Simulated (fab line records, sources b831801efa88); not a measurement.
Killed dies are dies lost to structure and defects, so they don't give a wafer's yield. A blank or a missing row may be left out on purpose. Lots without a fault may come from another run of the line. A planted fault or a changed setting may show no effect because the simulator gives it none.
Split-lot experiment | flow gf180mcu | 5 lots, 23 wafers read, on a route of 602 steps

THE SPLIT
At GF_CONTACT_PEB_12 (peb time 90 s), the setting peb_temp_c was moved away from the recipe's 135 C on 10 of the 23 wafers read, by -2.7% to +0.9%. The other wafers ran this setting at the recipe's value.

FROM THE SPLIT TO THE READING: what the file shows between them, 1 step
- GF_CONTACT_DEVELOP_13: develop time 60 s (also split here: dev_temp_c)

THE READING
cd_nm, in nm, at GF_CONTACT_CD_MEAS_14 (target cd 220 nm). Fault-free wafers of this fab line usually give 220.6 nm, standard deviation 1.7 nm.

wafer  | tool, chamber at the split | peb_temp_c as run, C | against the recipe | cd_nm, nm | against lot-mates on the recipe
L074.1 | litho_track-02, 0          | 131.7                | -2.4%              | 209.5     | -9.5
L074.2 | litho_track-02, 0          | 135                  | recipe             | 218.6     | -
L074.4 | litho_track-02, 0          | 135                  | recipe             | 219.4     | -
L074.5 | litho_track-02, 0          | 135                  | recipe             | 218.9     | -
L074.6 | litho_track-02, 0          | 131.7                | -2.4%              | 208.3     | -10.7
L077.1 | litho_track-03, 0          | 135                  | recipe             | 221.3     | -
L077.2 | litho_track-03, 0          | 135                  | recipe             | 221.9     | -
L077.4 | litho_track-03, 0          | 131.3                | -2.7%              | 209.3     | -11.8
L077.5 | litho_track-03, 0          | 135                  | recipe             | 220.2     | -
L077.6 | litho_track-03, 0          | 131.3                | -2.7%              | 209.9     | -11.2
L079.1 | litho_track-04, 0          | 135                  | recipe             | 220.3     | -
L079.3 | litho_track-04, 0          | 135                  | recipe             | 220.7     | -
L079.6 | litho_track-04, 0          | 135                  | recipe             | 220.6     | -
L078.1 | litho_track-04, 0          | 131.5                | -2.6%              | 208.9     | -11.4
L078.2 | litho_track-04, 0          | 135                  | recipe             | 219.3     | -
L078.4 | litho_track-04, 0          | 131.5                | -2.6%              | 208.3     | -12.0
L078.5 | litho_track-04, 0          | 135                  | recipe             | 221.3     | -
L078.6 | litho_track-04, 0          | 131.5                | -2.6%              | 208.6     | -11.7
L084.1 | litho_track-03, 0          | 135                  | recipe             | 217.8     | -
L084.2 | litho_track-03, 0          | 136.2                | +0.9%              | 221.5     | +3.8
L084.3 | litho_track-03, 0          | 136.2                | +0.9%              | 222.7     | +4.9
L084.5 | litho_track-03, 0          | 135                  | recipe             | 217.7     | -
L084.6 | litho_track-03, 0          | 136.2                | +0.9%              | 222.4     | +4.7

THE FIT
A straight line over all 23 wafers: cd_nm changes by +4.02 nm for each +1% of peb_temp_c; r = +0.98; the points scatter about the line by 1.2 nm.
The same after taking each lot's own level away (the mean of its wafers on the recipe; 23 wafers): +4.39 nm for each +1%; r = +0.99; scatter 0.62 nm.
On that fit, the largest move of peb_temp_c shifts the reading by 12 nm.
The lots' own levels span 217.75 to 221.13 nm, that is 2.0 times the standard deviation above.
So the lot-to-lot level changes the slope little: the two slopes agree.
Check: with one of the wafers moved furthest among these (-2.7%) left out of the fit, the line predicts -11.9 nm for it against its lot-mates. It came out at -11.8 nm against them.

OTHER SPLITS ON THESE WAFERS
These wafers also went through other splits before the reading. Each is held against what the fit with the lots' levels taken away leaves over:
other split on the same wafers   | wafers away from the commonest value | r with cd_nm (lot level and that fit taken away)
GF_HV_LDD_COAT_41 resist_thk_nm  | 4                                    | +0.06
GF_NSD_IMPLANT_09 energy_kev     | 9                                    | -0.46
GF_PSD_DEVELOP_06 develop_time_s | 8                                    | +0.27
GF_SAB_COAT_04 spin_rpm          | 7                                    | -0.09
GF_SAB_DEVELOP_08 dev_temp_c     | 9                                    | +0.04
GF_CONTACT_DEVELOP_13 dev_temp_c | 7                                    | -0.16

THE WHOLE CHAIN: every reading that the file lists as answering this split, in the file's order
step                  | what it does                                                   | reading                                                        | change (the file's fit)              | r (the file's)
GF_CONTACT_CD_MEAS_14 | target cd 220 nm                                               | cd_nm                                                          | +4.31 nm for each +1% of the setting | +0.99
GF_CONTACT_ETCH_16    | etches BARC in N2/H2                                           | CONTACT.cd_nm (the simulator's own value, which no gauge read) | +4.57 nm for each +1% of the setting | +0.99
GF_CONTACT_ETCH_17    | etches SiO2 in C4F8/O2/Ar, stops on CoSi2, target depth 860 nm | CONTACT.cd_nm (the simulator's own value, which no gauge read) | +4.47 nm for each +1% of the setting | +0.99

THE FILE'S OWN FIT
cd_nm changes by +4.31 nm for each +1% of peb_temp_c, r = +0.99.
